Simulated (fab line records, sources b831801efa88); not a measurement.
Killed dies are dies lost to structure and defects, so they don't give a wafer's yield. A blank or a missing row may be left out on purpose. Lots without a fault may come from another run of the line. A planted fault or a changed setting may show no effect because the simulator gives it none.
fab line records | flow gf180mcu
record lots=12 wafers=36 last_day=34
route steps=602 shown POLY_GATE@167 PSD@261 NSD@262 SAB@275 SALICIDE@284
lots that met no fault: from a run of the same line without faults
start_h: hours from the record's first day to the start of the lot's first wafer shown | wait_h: hours since the lot's step before | " the same as in the row above | L1.1+2: a row that stands for several wafers | - no value, or no start given | * or withheld: withheld | < > ~ a bound
route shown NAME@n: a module of which the file shows steps, and the number in the route of the first | usual: mean/standard deviation of fault-free wafers | same: alike in all rows | chamber/n: place in a boat | sites: the reading at each site | _std_site: their standard deviation | _edge_site: outer sites' mean less inner sites' | radius_mm: how far each site lies from the wafer's centre | mask NAME#n: copy n | behind: the tool/chamber that last shaped the wafer | hold: why the lot was held/for how many hours/how that ended | device: the transistor (n, p or np) that didn't switch | end of line: the same wafers' tests at the end of the route | a step without rows: its recipe alone | killed: dies lost to structure and defects at the first sort, not the wafer's yield | map: a wafer's dies, x killed, . not, _ none there
set.NAME: the setting as run; set.NAME@STEP: as run at that earlier step | model.NAME: the simulator's own value behind a step, which no gauge read
steps of the route over a sample of lots; a table a step, a row a wafer
services: from which hour (start_h, from the record's first day; less than 0 if before it) a tool's chamber was out of use, for how many hours, and why
## steps
# step GF_POLY_GATE_CD_MEAS_10
# recipe target_cd_nm=280
# usual cd_nm=280.4/1.2
# columns lot.wafer tool chamber start_h wait_h cd_nm
L311.3 cd_sem-01 - 204.04 0.1 279.2
L311.4 " - " " 279.4
L311.5 " - " " 277.8
L312.1 cd_sem-01 - 214.05 0.1 279.7
L312.5 " - " " 279.9
L312.6 " - " " 280.4
L314.1 cd_sem-01 - 223.17 0.2 278.4
L314.3 " - " " 279.3
L314.4 " - " " 279.4
L315.1 cd_sem-01 - 231.64 0.1 282.2
L315.4 " - " " 281.0
L315.5 " - " " 280.7
L316.1 cd_sem-02 - 239.10 0.1 280.7
L316.5 " - " " 281.2
L316.6 " - " " 280.3
L323.1 cd_sem-02 - 290.39 0.1 281.1
L323.3 " - " " 282.0
L323.4 " - " " 280.9
L325.1 cd_sem-02 - 303.45 0.1 279.9
L325.2 " - " " 279.6
L325.5 " - " " 279.9
L328.2 cd_sem-01 - 325.16 0.1 280.3
L328.3 " - " " 278.8
L328.6 " - " " 280.4
L329.3 cd_sem-02 - 332.78 0.1 282.3
L329.4 " - " " 281.6
L329.6 " - " " 283.1
L330.3 cd_sem-01 - 341.14 0.1 281.4
L330.4 " - " " 280.4
L330.6 " - " " 279.9
L331.3 cd_sem-01 - 351.44 0.1 280.0
L331.4 " - " " 282.1
L331.5 " - " " 280.5
L332.2 cd_sem-01 - 352.76 0.1 278.0
L332.3 " - " " 278.2
L332.6 " - " " 277.8
# step GF_PSD_RTA_13
# recipe temp_c=1025 time_s=20 ambient=N2
# usual lamp_power_pct=34.49/0.2 wafer_temp_C_max=1028.3/0.83
# columns lot.wafer tool chamber start_h wait_h lamp_power_pct wafer_temp_C_max
L311.3 rtp_anneal-01 0 329.39 0.0 34.67 1028.0
L311.4 " 0 " " 34.60 1027.4
L311.5 " 0 " " 34.64 1028.8
L312.1 rtp_anneal-01 0 338.21 0.0 34.60 1027.1
L312.5 " 0 " " 34.62 1028.1
L312.6 " 0 " " 34.57 1027.8
L314.1 rtp_anneal-01 0 349.01 0.0 32.18 1000.8
L314.3 " 0 " " 32.19 1001.3
L314.4 " 0 " " 32.23 1000.9
L315.1 rtp_anneal-01 0 358.34 0.0 32.14 1000.2
L315.4 " 0 " " 32.14 1000.2
L315.5 " 0 " " 32.21 1000.2
L316.1 rtp_anneal-02 0 367.26 0.0 34.27 1028.5
L316.5 " 0 " " 34.22 1030.6
L316.6 " 0 " " 34.12 1028.5
L323.1 rtp_anneal-01 0 429.53 0.0 34.67 1027.8
L323.3 " 0 " " 34.60 1027.7
L323.4 " 0 " " 34.61 1027.2
L325.1 rtp_anneal-02 0 445.71 0.0 34.21 1028.1
L325.2 " 0 " " 34.25 1029.2
L325.5 " 0 " " 34.23 1028.4
L328.2 rtp_anneal-01 0 470.67 0.0 34.71 1027.3
L328.3 " 0 " " 34.60 1030.1
L328.6 " 0 " " 34.68 1028.4
L329.3 rtp_anneal-01 0 481.74 0.0 34.67 1029.2
L329.4 " 0 " " 34.62 1028.4
L329.6 " 0 " " 34.65 1028.2
L330.3 rtp_anneal-01 0 489.22 0.0 34.60 1028.1
L330.4 " 0 " " 34.64 1028.2
L330.6 " 0 " " 34.66 1027.3
L331.3 rtp_anneal-01 0 498.73 0.0 34.57 1028.1
L331.4 " 0 " " 34.73 1027.2
L331.5 " 0 " " 34.68 1027.5
L332.2 rtp_anneal-01 0 500.87 0.0 34.68 1027.6
L332.3 " 0 " " 34.63 1028.1
L332.6 " 0 " " 34.68 1027.7
# step GF_PSD_RS_MEAS_14
# recipe thk_meas_gauge=four-point-probe
# usual NSD_RS=45.90/0.095
# columns lot.wafer tool chamber start_h wait_h NSD_RS[ohm/sq]
L311.3 film_metro-03 - 329.48 0.1 45.88
L311.4 " - " " 45.92
L311.5 " - " " 45.84
L312.1 film_metro-03 - 338.29 0.1 45.82
L312.5 " - " " 45.88
L312.6 " - " " 45.78
L314.1 film_metro-02 - 349.09 0.1 49.41
L314.3 " - " " 49.40
L314.4 " - " " 49.53
L315.1 film_metro-03 - 358.43 0.1 49.22
L315.4 " - " " 49.21
L315.5 " - " " 49.24
L316.1 film_metro-02 - 367.34 0.1 45.91
L316.5 " - " " 45.92
L316.6 " - " " 45.93
L323.1 film_metro-03 - 429.61 0.1 45.90
L323.3 " - " " 45.77
L323.4 " - " " 45.87
L325.1 film_metro-03 - 445.79 0.1 45.74
L325.2 " - " " 45.63
L325.5 " - " " 45.74
L328.2 film_metro-02 - 470.76 0.1 45.90
L328.3 " - " " 45.90
L328.6 " - " " 45.91
L329.3 film_metro-02 - 481.83 0.1 45.89
L329.4 " - " " 45.97
L329.6 " - " " 45.96
L330.3 film_metro-01 - 489.32 0.1 45.86
L330.4 " - " " 45.87
L330.6 " - " " 46.00
L331.3 film_metro-01 - 498.83 0.1 45.92
L331.4 " - " " 45.99
L331.5 " - " " 46.00
L332.2 film_metro-02 - 500.96 0.1 45.93
L332.3 " - " " 46.02
L332.6 " - " " 45.96
# step GF_PSD_RS_MEAS_15
# recipe thk_meas_gauge=four-point-probe
# usual PSD_RS=108.63/0.29
# columns lot.wafer tool chamber start_h wait_h PSD_RS[ohm/sq]
L311.3 film_metro-03 - 329.60 0.1 108.42
L311.4 " - " " 108.60
L311.5 " - " " 109.09
L312.1 film_metro-03 - 338.41 0.1 108.47
L312.5 " - " " 108.39
L312.6 " - " " 108.28
L314.1 film_metro-02 - 349.21 0.1 127.47
L314.3 " - " " 127.34
L314.4 " - " " 127.27
L315.1 film_metro-03 - 358.55 0.1 126.76
L315.4 " - " " 126.89
L315.5 " - " " 127.23
L316.1 film_metro-02 - 367.46 0.1 108.72
L316.5 " - " " 108.62
L316.6 " - " " 108.81
L323.1 film_metro-03 - 429.73 0.1 108.72
L323.3 " - " " 108.87
L323.4 " - " " 109.08
L325.1 film_metro-03 - 445.91 0.1 108.26
L325.2 " - " " 108.44
L325.5 " - " " 108.30
L328.2 film_metro-02 - 470.88 0.1 108.55
L328.3 " - " " 108.28
L328.6 " - " " 108.65
L329.3 film_metro-02 - 481.95 0.1 108.71
L329.4 " - " " 108.58
L329.6 " - " " 108.53
L330.3 film_metro-01 - 489.44 0.1 108.63
L330.4 " - " " 108.83
L330.6 " - " " 108.67
L331.3 film_metro-01 - 498.95 0.1 108.53
L331.4 " - " " 108.84
L331.5 " - " " 108.39
L332.2 film_metro-02 - 501.08 0.1 108.46
L332.3 " - " " 108.37
L332.6 " - " " 108.39
# step GF_SAB_ETCH_11
# recipe chemistry=C4F8/O2/Ar mask_material=NOVOLAK target=SiO2 target_depth_nm=55 source_w=1500 bias_w=1200 pressure_mtorr=40 c4f8_flow_sccm=withheld O2_flow_sccm=6 Ar_flow_sccm=300 time_s=8.5
# usual bias_w=1200/3.4 oes_product_au=1.001/0.018
# columns lot.wafer tool chamber start_h wait_h bias_w oes_product_au rf_hours_counter_h
L311.3 rie_diel-01 1 351.21 0.0 1204 1.012 27
L311.4 " 3 " " 1204 1.012 12
L311.5 " 0 " " 1205 0.998 -
L312.1 rie_diel-03 2 360.20 0.0 1205 0.982 0
L312.5 " 1 " " 1197 1.009 -
L312.6 " 0 " " 1196 0.984 -
L314.1 rie_diel-04 3 371.80 0.0 1202 1.034 39
L314.3 " 0 " " 1201 0.995 14
L314.4 " 2 " " 1198 0.990 1
L315.1 rie_diel-03 0 380.95 0.0 1193 0.990 24
L315.4 " 2 " " 1200 1.012 1
L315.5 " 1 " " 1199 1.019 -
L316.1 rie_diel-04 2 390.45 0.0 1198 0.982 1
L316.5 " 3 " " 1200 1.033 -
L316.6 " 2 " " 1196 0.986 -
L323.1 rie_diel-03 1 454.35 0.0 1198 1.015 29
L323.3 " 2 " " 1206 0.982 2
L323.4 " 3 " " 1200 1.020 9
L325.1 rie_diel-03 1 470.37 0.0 1200 1.001 29
L325.2 " 3 " " 1198 1.010 9
L325.5 " 1 " " 1204 1.002 -
L328.2 rie_diel-03 2 494.95 0.0 1193 0.995 3
L328.3 " 1 " " 1198 1.009 30
L328.6 " 2 " " 1194 0.999 -
L329.3 rie_diel-01 1 505.60 0.0 1201 1.007 32
L329.4 " 2 " " 1191 0.965 7
L329.6 " 1 " " 1200 1.010 -
L330.3 rie_diel-04 0 512.31 0.0 1197 0.989 -
L330.4 " 3 " " 1202 1.024 -
L330.6 " 0 " " 1198 0.978 -
L331.3 rie_diel-03 1 522.70 0.0 1206 1.021 31
L331.4 " 2 " " 1198 0.993 4
L331.5 " 3 " " 1200 1.014 -
L332.2 rie_diel-04 3 524.55 0.0 1205 1.021 43
L332.3 " 0 " " 1198 0.992 -
L332.6 " 0 " " 1198 0.986 -
# step GF_SALICIDE_RTA_06
# recipe temp_c=530 time_s=30 ambient=N2
# usual lamp_power_pct=6.25/0.037 wafer_temp_C_max=531.8/0.42
# columns lot.wafer tool chamber start_h wait_h lamp_power_pct wafer_temp_C_max
L311.3 rtp_anneal-02 0 351.81 0.1 6.20 531.7
L311.4 " 0 " " 6.21 531.9
L311.5 " 0 " " 6.21 532.3
L312.1 rtp_anneal-01 0 360.77 0.1 6.30 531.9
L312.5 " 0 " " 6.28 531.6
L312.6 " 0 " " 6.29 531.7
L314.1 rtp_anneal-01 0 372.38 0.1 6.27 531.1
L314.3 " 0 " " 6.28 531.3
L314.4 " 0 " " 6.30 531.4
L315.1 rtp_anneal-01 0 381.53 0.1 6.29 531.8
L315.4 " 0 " " 6.28 531.5
L315.5 " 0 " " 6.29 531.5
L316.1 rtp_anneal-02 0 391.03 0.1 6.21 533.0
L316.5 " 0 " " 6.22 531.7
L316.6 " 0 " " 6.22 532.7
L323.1 rtp_anneal-02 0 454.93 0.1 6.21 532.1
L323.3 " 0 " " 6.21 531.9
L323.4 " 0 " " 6.22 531.5
L325.1 rtp_anneal-02 0 470.94 0.1 6.21 532.2
L325.2 " 0 " " 6.21 532.0
L325.5 " 0 " " 6.21 532.4
L328.2 rtp_anneal-01 0 495.55 0.1 6.29 531.3
L328.3 " 0 " " 6.28 531.6
L328.6 " 0 " " 6.29 531.8
L329.3 rtp_anneal-01 0 506.22 0.1 6.28 531.7
L329.4 " 0 " " 6.29 531.7
L329.6 " 0 " " 6.29 532.1
L330.3 rtp_anneal-01 0 512.94 0.1 6.29 531.1
L330.4 " 0 " " 6.27 532.2
L330.6 " 0 " " 6.30 531.6
L331.3 rtp_anneal-01 0 523.31 0.1 6.28 532.4
L331.4 " 0 " " 6.28 531.5
L331.5 " 0 " " 6.28 531.7
L332.2 rtp_anneal-02 0 525.15 0.1 6.21 531.9
L332.3 " 0 " " 6.21 531.7
L332.6 " 0 " " 6.22 532.1
## services
# columns tool chamber start_h hours kind
rie_diel-01 1 324.36 2.7 repair
rie_diel-04 2 327.03 - clean
rie_diel-04 2 327.03 14.6 scheduled_down
rie_diel-04 2 327.03 14.6 vent_cycle
rie_diel-04 - 332.22 2.8 pm
rie_diel-03 2 335.30 - clean
rie_diel-03 2 335.30 11.3 scheduled_down
rie_diel-03 2 335.30 11.3 vent_cycle
rie_diel-01 2 335.59 7.8 repair
rtp_anneal-02 - 337.94 4.7 pm
rie_diel-01 3 341.50 7.1 repair
rtp_anneal-01 - 351.81 3.7 pm
rie_diel-03 1 382.24 1.2 repair
rie_diel-04 1 383.63 - clean
rie_diel-04 1 383.63 16.3 scheduled_down
rie_diel-04 1 383.63 16.3 vent_cycle
rie_diel-03 3 389.87 9.8 repair
rie_diel-03 0 408.11 8.5 repair
rie_diel-03 - 426.89 4.3 pm
rie_diel-01 2 446.19 1.3 repair
rie_diel-04 2 500.94 62.1 repair
rie_diel-04 0 507.89 3.3 repair
rie_diel-04 1 510.59 14.2 repair
## key
first_sign step=GF_PSD_RTA_13 reading=wafer_temp_C_max direction=down sigmas=34 usual=* struck=*
effect step=GF_PSD_RTA_13 reading=lamp_power_pct direction=down sigmas=12 usual=34.49 struck=32.18
effect step=GF_PSD_RS_MEAS_14 reading=NSD_RS direction=up sigmas=36 usual=45.90 struck=49.34
effect step=GF_PSD_RS_MEAS_15 reading=PSD_RS direction=up sigmas=65 usual=108.63 struck=127.16
met_at GF_PSD_RTA_13
struck_lots L314,L315
tester_left_out L314,L315
not_acting_at GF_POLY_GATE_CD_MEAS_10,GF_SAB_ETCH_11,GF_SALICIDE_RTA_06
onset_between 338.21 349.01
fault kind=process_parameter_drift tool=rtp_anneal-01 chamber=- onset_h=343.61 steps=GF_PSD_RTA_13 channel=temp_c offset=* shape=step end_h=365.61 acts_in=* stated=*
# tester_left_out: of these lots the tester's yield and bins aren't shown, on N5 and GAA mostly nor the transistor test; their killed dies are dies lost to structure and defects alone, not to doping, threshold or leakage, so they don't give the yield
